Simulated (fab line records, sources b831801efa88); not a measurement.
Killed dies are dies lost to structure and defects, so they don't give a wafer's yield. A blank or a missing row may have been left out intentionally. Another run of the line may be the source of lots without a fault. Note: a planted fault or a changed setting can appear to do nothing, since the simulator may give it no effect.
2 desks, one fault | flow gf180mcu | only its own numbers are on each desk; what lay behind them is given at the end

TOOL OWNER'S DESK, pvd-sputter-04
The tool's own readings at GF_M1_SPUTTER_04 (material TiN, target thk 50 nm, time 41.7 s): means of the sampled wafers that have a number, for each lot that ran on this tool. Marked OUT: a lot whose mean sits more than 4 standard deviations from the usual mean, which makes it out of limits; the brackets give that distance.
Columns: A = chamber-pressure-pa at GF_M1_SPUTTER_04, usual 0.4000 Pa; B = throttle-valve-pct at GF_M1_SPUTTER_04, usual 30.9 %
lot  | first seen here | A      | B
L766 | day 17 02:11    | 0.3995 | 31.2
L772 | day 18 22:57    | 0.3999 | 31.5
L774 | day 19 16:40    | 0.4003 | 29.7
L775 | day 20 04:04    | 0.4002 | 31.5
This desk's verdict: no lot among the 4 shows anything out of limits.

THE METROLOGY DESK
Lot by lot, what the gauges showed, no matter which tool ran the lot: averages of those sampled wafers that carry a number. Marked OUT: a lot whose mean sits more than 4 standard deviations from the usual mean, which makes it out of limits; the brackets give that distance. Only the readings that lie furthest out on some lot appear, 7 of the 9 it has.
Columns: A = CONTACT_W_RS at GF_CONTACT_RS_MEAS_25, usual 0.378 ohm/sq; B = CONTACT_W_THK at GF_CONTACT_THK_MEAS_26, usual 301 nm; C = M1_ALCU_RS at GF_M1_RS_MEAS_05, usual 0.0692 ohm/sq; D = M1_ALCU_THK at GF_M1_THK_MEAS_06, usual 455 nm; E = cd-nm at GF_M1_CD_MEAS_14, usual 230.1 nm; F = M1_OVL at GF_M1_OVL_MEAS_15, usual 1 nm; G = V1_BOW at GF_V1_BOW_MEAS_05, usual 81 um
lot  | first seen here | A     | B   | C      | D   | E     | F  | G
L766 | day 17 01:33    | 0.375 | 300 | 0.0687 | 458 | 230.0 | 0  | 87
L767 | day 17 02:06    | 0.382 | 302 | 0.0698 | 451 | 228.9 | -6 | 72
L771 | day 18 16:59    | 0.380 | 304 | 0.0696 | 453 | 229.4 | 5  | 80
L772 | day 18 22:21    | 0.373 | 309 | 0.0687 | 457 | 230.6 | 0  | 80
L774 | day 19 16:00    | 0.378 | 300 | 0.0681 | 460 | 228.9 | -2 | 72
L775 | day 20 03:25    | 0.374 | 302 | 0.0678 | 467 | 230.1 | 6  | 78
L777 | day 21 02:29    | 0.376 | 300 | 0.0689 | 455 | 230.0 | -1 | 80
This desk's verdict: no lot among the 7 shows anything out of limits.

PUT TOGETHER
Nothing out of limits was seen by the tool owner's desk.
At the metrology desk, nothing out of limits was observed.

WHAT WAS PUT IN BY THE SIMULATOR
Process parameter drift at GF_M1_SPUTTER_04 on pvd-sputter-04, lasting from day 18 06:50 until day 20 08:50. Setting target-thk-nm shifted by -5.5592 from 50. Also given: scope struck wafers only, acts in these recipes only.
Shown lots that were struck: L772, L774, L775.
